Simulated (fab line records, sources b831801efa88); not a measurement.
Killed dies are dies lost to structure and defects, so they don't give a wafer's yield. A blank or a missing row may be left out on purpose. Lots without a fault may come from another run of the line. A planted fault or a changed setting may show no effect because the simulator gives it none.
fab line records | flow sky130
record lots=11 wafers=33 last_day=50
route steps=708 shown VIA2@522 METAL3@533 CAPM@540 VIA3@573 PAD_OPEN@708
lots that met no fault: from a run of the same line without faults
start_h: hours from the record's first day to the start of the lot's first wafer shown | wait_h: hours since the lot's step before | " the same as in the row above | L1.1+2: a row that stands for several wafers | - no value, or no start given | * or withheld: withheld | < > ~ a bound
route shown NAME@n: a module of which the file shows steps, and the number in the route of the first | usual: mean/standard deviation of fault-free wafers | same: alike in all rows | chamber/n: place in a boat | sites: the reading at each site | _std_site: their standard deviation | _edge_site: outer sites' mean less inner sites' | radius_mm: how far each site lies from the wafer's centre | mask NAME#n: copy n | behind: the tool/chamber that last shaped the wafer | hold: why the lot was held/for how many hours/how that ended | device: the transistor (n, p or np) that didn't switch | end of line: the same wafers' tests at the end of the route | a step without rows: its recipe alone | killed: dies lost to structure and defects at the first sort, not the wafer's yield | map: a wafer's dies, x killed, . not, _ none there
set.NAME: the setting as run; set.NAME@STEP: as run at that earlier step | model.NAME: the simulator's own value behind a step, which no gauge read
steps of the route over a sample of lots; a table a step, a row a wafer
services: from which hour (start_h, from the record's first day; less than 0 if before it) a tool's chamber was out of use, for how many hours, and why
## steps
# step SKY_VIA2_ETCH_15
# recipe target=SiO2 chemistry=C4F8/O2/Ar target_depth_nm=546 stop_on=TiN mask_material=KrF-thick source_w=1500 bias_w=1200 pressure_mtorr=40 c4f8_flow_sccm=withheld O2_flow_sccm=6 Ar_flow_sccm=300 time_s=84
# usual oes_product_au=0.940/0.0051
# columns lot.wafer tool chamber start_h wait_h oes_product_au rf_hours_counter_h
L503.1 rie_diel-04 1 866.38 0.0 0.930 8
L503.3 " 0 " " 0.945 2
L503.4 " 2 " " 0.934 20
L504.1 rie_diel-04 1 879.05 0.0 0.947 8
L504.2 " 2 " " 0.938 21
L504.5 " 1 " " 0.939 -
L505.1 rie_diel-02 0 880.48 0.0 0.934 4
L505.3 " 2 " " 0.942 25
L505.6 " 0 " " 0.941 -
L506.3 rie_diel-04 2 892.50 0.0 0.940 21
L506.4 " 0 " " 0.950 3
L506.5 " 0 " " 0.943 -
L514.1 rie_diel-03 1 950.85 0.0 0.940 23
L514.3 " 2 " " 0.936 22
L514.6 " 1 " " 0.935 -
L518.3 rie_diel-04 3 973.10 0.0 0.933 13
L518.5 " 0 " " 0.931 -
L518.6 " 1 " " 0.937 -
L519.2 rie_diel-04 2 985.98 0.0 0.939 1
L519.3 " 1 " " 0.936 11
L519.4 " 0 " " 0.944 5
L520.2 rie_diel-04 1 987.72 0.0 0.933 11
L520.5 " 1 " " 0.933 -
L520.6 " 0 " " 0.932 -
L521.1 rie_diel-04 2 1005.13 0.0 0.943 2
L521.4 " 0 " " 0.943 6
L521.5 " 2 " " 0.946 -
L524.3 rie_diel-02 3 1012.10 0.0 0.934 21
L524.4 " 0 " " 0.943 9
L524.6 " 1 " " 0.938 -
L523.1 rie_diel-04 1 1012.77 0.0 0.936 12
L523.5 " 3 " " 0.947 -
L523.6 " 0 " " 0.943 -
# step SKY_METAL3_SPUTTER_01
# recipe material=TiN target_thk_nm=20 power_w=6500 time_s=16.7 chamber_pressure_pa=0.4
# usual throttle_valve_pct=30.2/0.85
# columns lot.wafer tool chamber start_h wait_h throttle_valve_pct
L503.1 pvd_sputter-01 - 867.76 0.0 28.8
L503.3 " - " " 31.5
L503.4 " - " " 29.3
L504.1 pvd_sputter-02 - 880.40 0.0 30.2
L504.2 " - " " 30.7
L504.5 " - " " 29.9
L505.1 pvd_sputter-01 - 881.82 0.0 29.3
L505.3 " - " " 31.9
L505.6 " - " " 29.2
L506.3 pvd_sputter-01 - 893.85 0.0 31.4
L506.4 " - " " 31.0
L506.5 " - " " 29.4
L514.1 pvd_sputter-03 - 952.24 0.0 30.0
L514.3 " - " " 29.1
L514.6 " - " " 29.8
L518.3 pvd_sputter-01 - 978.04 0.0 31.0
L518.5 " - " " 29.4
L518.6 " - " " 31.0
L519.2 pvd_sputter-02 - 987.33 0.0 30.4
L519.3 " - " " 30.0
L519.4 " - " " 30.1
L520.2 pvd_sputter-01 - 989.17 0.0 29.1
L520.5 " - " " 29.3
L520.6 " - " " 30.8
L521.1 pvd_sputter-01 - 1006.48 0.0 31.2
L521.4 " - " " 29.5
L521.5 " - " " 31.3
L524.3 pvd_sputter-01 - 1013.45 0.0 29.3
L524.4 " - " " 29.5
L524.6 " - " " 29.1
L523.1 pvd_sputter-03 - 1014.15 0.0 30.1
L523.5 " - " " 29.0
L523.6 " - " " 30.4
# step SKY_CAPM_RS_MEAS_03
# recipe thk_meas_gauge=four-point-probe reads=TiN_of_CAPM_SPUTTER_02
# usual CAPM_TIN_RS=6.90/0.073
# columns lot.wafer tool chamber start_h wait_h CAPM_TIN_RS[ohm/sq]
L503.1 film_metro-01 - 868.08 0.1 6.93
L503.3 " - " " 6.88
L503.4 " - " " 7.01
L504.1 film_metro-04 - 880.73 0.1 6.98
L504.2 " - " " 7.01
L504.5 " - " " 6.97
L505.1 film_metro-03 - 882.15 0.1 6.76
L505.3 " - " " 6.85
L505.6 " - " " 6.93
L506.3 film_metro-01 - 894.22 0.1 7.04
L506.4 " - " " 7.03
L506.5 " - " " 7.05
L514.1 film_metro-01 - 952.58 0.1 6.90
L514.3 " - " " 6.92
L514.6 " - " " 6.86
L518.3 film_metro-04 - 978.40 0.1 6.82
L518.5 " - " " 6.89
L518.6 " - " " 6.83
L519.2 film_metro-04 - 987.67 0.1 6.90
L519.3 " - " " 6.84
L519.4 " - " " 6.84
L520.2 film_metro-01 - 989.52 0.1 6.90
L520.5 " - " " 6.92
L520.6 " - " " 6.90
L521.1 film_metro-01 - 1006.80 0.1 6.92
L521.4 " - " " 6.92
L521.5 " - " " 6.87
L524.3 film_metro-03 - 1013.81 0.1 6.99
L524.4 " - " " 6.96
L524.6 " - " " 6.98
L523.1 film_metro-04 - 1014.48 0.1 6.88
L523.5 " - " " 6.89
L523.6 " - " " 6.86
# step SKY_VIA3_HDPCVD_00
# recipe material=SiO2 target_thk_nm=1635 sigma_open_frac=0.3 time_s=272.5 temp_c=400 sih4_flow_sccm=60 pressure_mtorr=6
# usual sih4_flow_sccm=60.03/0.19 susceptor_temp_C=400.02/0.2
# columns lot.wafer tool chamber start_h wait_h sih4_flow_sccm susceptor_temp_C
L503.1 hdpcvd-02 0 920.62 0.0 60.33 400.38
L503.3 " 1 " " 60.14 399.72
L503.4 " 0 " " 60.26 400.14
L504.1 hdpcvd-01 1 932.30 0.0 59.94 399.85
L504.2 " 0 " " 60.01 400.22
L504.5 " 2 " " 59.93 400.27
L505.1 hdpcvd-01 1 934.21 0.0 60.10 399.88
L505.3 " 0 " " 60.24 399.92
L505.6 " 1 " " 60.12 399.73
L505.1 hdpcvd-01 1 934.54 0.3 60.04 400.29
L505.3 " 0 " " 60.37 400.39
L505.6 " 1 " " 59.94 400.42
L506.3 hdpcvd-01 1 944.90 0.0 59.96 399.91
L506.4 " 0 " " 60.11 400.28
L506.5 " 1 " " 59.83 400.13
L506.3 hdpcvd-01 1 945.24 0.3 60.09 400.32
L506.4 " 0 " " 59.99 400.45
L506.5 " 1 " " 60.23 399.77
L514.1 hdpcvd-01 0 1000.65 0.0 60.02 399.91
L514.3 " 2 " " 60.04 400.11
L514.6 " 2 " " 60.10 400.06
L514.1 hdpcvd-01 0 1000.99 0.3 59.99 399.96
L514.3 " 2 " " 59.91 400.18
L514.6 " 2 " " 60.05 400.06
L518.3 hdpcvd-01 2 1025.07 0.1 60.15 399.97
L518.5 " 2 " " 60.46 400.19
L518.6 " 1 " " 60.04 400.08
L519.2 hdpcvd-01 1 1034.78 0.0 60.02 399.68
L519.3 " 0 " " 59.86 400.16
L519.4 " 2 " " 59.87 399.94
L520.2 hdpcvd-01 1 1035.92 0.0 59.79 399.79
L520.5 " 0 " " 59.84 399.69
L520.6 " 1 " " 59.76 400.33
L521.1 hdpcvd-01 0 1052.97 0.0 60.02 399.93
L521.4 " 2 " " 60.24 400.15
L521.5 " 1 " " 60.32 399.97
L524.3 hdpcvd-01 2 1058.85 0.0 60.56 400.14
L524.4 " 2 " " 60.04 399.88
L524.6 " 1 " " 59.91 399.81
L523.1 hdpcvd-02 1 1060.25 0.0 60.01 399.69
L523.5 " 0 " " 59.91 400.30
L523.6 " 2 " " 60.18 399.91
# step SKY_VIA3_THK_MEAS_01
# recipe reads=SiO2_of_VIA3_HDPCVD_00
# usual VIA3_HDPCVD_THK=1634/15
# columns lot.wafer tool chamber start_h wait_h VIA3_HDPCVD_THK[nm]
L503.1 film_metro-01 - 920.88 0.2 1653
L503.3 " - " " 1649
L503.4 " - " " 1663
L504.1 film_metro-02 - 932.47 0.1 1648
L504.2 " - " " 1656
L504.5 " - " " 1633
L505.1 film_metro-01 - 934.71 0.1 3310
L505.3 " - " " 3266
L505.6 " - " " 3313
L506.3 film_metro-01 - 945.43 0.1 3276
L506.4 " - " " 3250
L506.5 " - " " 3249
L514.1 film_metro-01 - 1001.22 0.2 3263
L514.3 " - " " 3254
L514.6 " - " " 3247
L518.3 film_metro-01 - 1025.26 0.1 1624
L518.5 " - " " 1642
L518.6 " - " " 1645
L519.2 film_metro-04 - 1034.96 0.1 1613
L519.3 " - " " 1643
L519.4 " - " " 1622
L520.2 film_metro-04 - 1036.10 0.1 1631
L520.5 " - " " 1641
L520.6 " - " " 1639
L521.1 film_metro-02 - 1053.14 0.1 1639
L521.4 " - " " 1607
L521.5 " - " " 1652
L524.3 film_metro-04 - 1059.03 0.1 1621
L524.4 " - " " 1631
L524.6 " - " " 1644
L523.1 film_metro-02 - 1060.42 0.1 1640
L523.5 " - " " 1621
L523.6 " - " " 1623
# step SKY_PAD_OPEN_PROBE_99
# usual defect_limited_yield=82.4/1.9 killed_at_M0_to_M3=43/7.1 killed_at_M4_up=3.2/1.7 killed_at_contacts=24/5.6 killed_at_front_end=16/5 killed_at_other=0.4/0.68 killed_dies=86/9.3 killed_open=47/7.1 killed_short=39/5.7 sort_bin_3_pad_short=0.9/0.38 sort_bin_5_function=10.4/1.5 sort_bin_6_memory=6.3/1.3 sort_n_pass=406/9.3 sort_yield_pct=82.4/1.9
# same gross_dies=492 killed_at_back_side=0 sort_bin_4_leakage[%]=0 sort_bin_8_speed[%]=0
# columns lot.wafer tool chamber start_h wait_h defect_limited_yield[%] killed_at_M0_to_M3 killed_at_M4_up killed_at_contacts killed_at_front_end killed_at_other killed_dies killed_open killed_short sort_bin_3_pad_short[%] sort_bin_5_function[%] sort_bin_6_memory[%] sort_n_pass sort_yield_pct[%]
L505.1 prober-01 - 1102.40 0.1 83.5 42 5 18 15 1 81 40 39 0.8 9.8 5.9 411 83.5
L505.3 prober-01 - 1102.50 0.2 85.0 41 2 12 19 0 74 36 37 1.0 9.3 4.7 418 85.0
L506.3 prober-02 - 1111.19 0.2 83.1 38 3 19 22 1 83 43 39 1.2 10.2 5.5 409 83.1
L506.4 prober-02 - 1111.24 0.2 82.1 32 4 29 23 0 88 34 54 1.6 9.6 6.7 404 82.1
L506.5 prober-02 - 1111.29 0.2 83.1 38 5 21 18 1 83 41 41 1.2 10.0 5.7 409 83.1
L514.1 prober-02 - 1155.63 0.1 82.5 48 7 22 9 0 86 36 50 1.0 10.2 6.3 406 82.5
# killed by level:class
L505.1 CONTACT:geometric_particle:open=8 VIA3:geometric_particle:open=7 LI_CONTACT:geometric_particle:open=6 VIA1:geometric_particle:open=6 FIELD_ISO:geometric_particle:short=5 POLY_GATE:geometric_particle:short=5 METAL1:geometric_particle:short=5 VIA1:geometric_particle:short=5
L505.3 VIA1:geometric_particle:open=10 VIA3:geometric_particle:open=9 POLY_GATE:geometric_particle:short=7 METAL1:geometric_particle:short=6 METAL2:geometric_particle:short=4 FIELD_ISO:geometric_particle:open=3 POLY_GATE:geometric_particle:open=3 LOCAL_INTERCONNECT:geometric_particle:short=3
L506.3 CONTACT:geometric_particle:open=8 VIA1:geometric_particle:open=7 VIA1:geometric_particle:short=7 FIELD_ISO:geometric_particle:short=6 VIA2:geometric_particle:open=5 LI_CONTACT:geometric_particle:open=4 METAL2:geometric_particle:short=4 VIA3:geometric_particle:short=4
L506.4 LI_CONTACT:geometric_particle:open=7 METAL1:geometric_particle:short=6 FIELD_ISO:geometric_particle:short=6 LI_CONTACT:geometric_particle:short=6 CONTACT:geometric_particle:short=6 CONTACT:geometric_particle:open=6 FIELD_ISO:geometric_particle:open=5 SPACER:geometric_particle:short=4
L506.5 VIA1:geometric_particle:open=12 LI_CONTACT:geometric_particle:open=7 METAL2:geometric_particle:short=7 METAL1:geometric_particle:short=6 POLY_GATE:geometric_particle:short=5 POLY_GATE:geometric_particle:open=5 LOCAL_INTERCONNECT:geometric_particle:short=5 FIELD_ISO:geometric_particle:open=4
L514.1 VIA1:geometric_particle:short=10 VIA1:geometric_particle:open=9 VIA2:geometric_particle:open=6 CONTACT:geometric_particle:open=6 CONTACT:geometric_particle:short=6 METAL2:geometric_particle:short=5 LI_CONTACT:geometric_particle:open=4 LOCAL_INTERCONNECT:geometric_particle:short=4
## services
# columns tool chamber start_h hours kind
hdpcvd-01 - 848.31 6.0 pm
rie_diel-03 2 848.33 6.5 repair
rie_diel-02 3 865.65 3.8 repair
rie_diel-04 3 876.71 6.6 repair
pvd_sputter-03 - 878.35 8.0 repair
hdpcvd-01 1 886.89 3.7 repair
pvd_sputter-03 - 898.38 2.3 repair
pvd_sputter-03 - 932.08 5.2 repair
rie_diel-02 1 938.41 16.6 repair
hdpcvd-01 - 950.25 15.0 pm
pvd_sputter-01 - 953.33 2.4 repair
pvd_sputter-03 - 958.48 1.5 repair
hdpcvd-02 - 970.11 1.8 repair
hdpcvd-02 - 972.76 0.7 repair
rie_diel-04 3 974.81 4.3 repair
pvd_sputter-03 - 981.05 1.1 repair
pvd_sputter-01 - 986.96 1.9 repair
pvd_sputter-01 - 991.91 1.4 repair
hdpcvd-02 - 1012.74 0.4 repair
hdpcvd-01 0 1017.35 11.0 repair
pvd_sputter-03 - 1017.64 4.7 repair
rie_diel-02 - 1022.74 2.8 pm
rie_diel-02 0 1038.66 22.4 repair
pvd_sputter-03 - 1041.29 4.9 repair
## key
first_sign step=SKY_VIA3_HDPCVD_00 reading=visit direction=added
effect step=SKY_VIA3_THK_MEAS_01 reading=VIA3_HDPCVD_THK direction=up sigmas=99+ usual=1634 struck=3270
met_at SKY_VIA3_HDPCVD_00
struck_lots L505,L506,L514
not_acting_at SKY_VIA2_ETCH_15,SKY_METAL3_SPUTTER_01,SKY_CAPM_RS_MEAS_03
fault kind=repeated_step_whole tool=hdpcvd-01,hdpcvd-02 chamber=- onset_h=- steps=SKY_VIA3_HDPCVD_00 times=1 scope=struck_lots_only
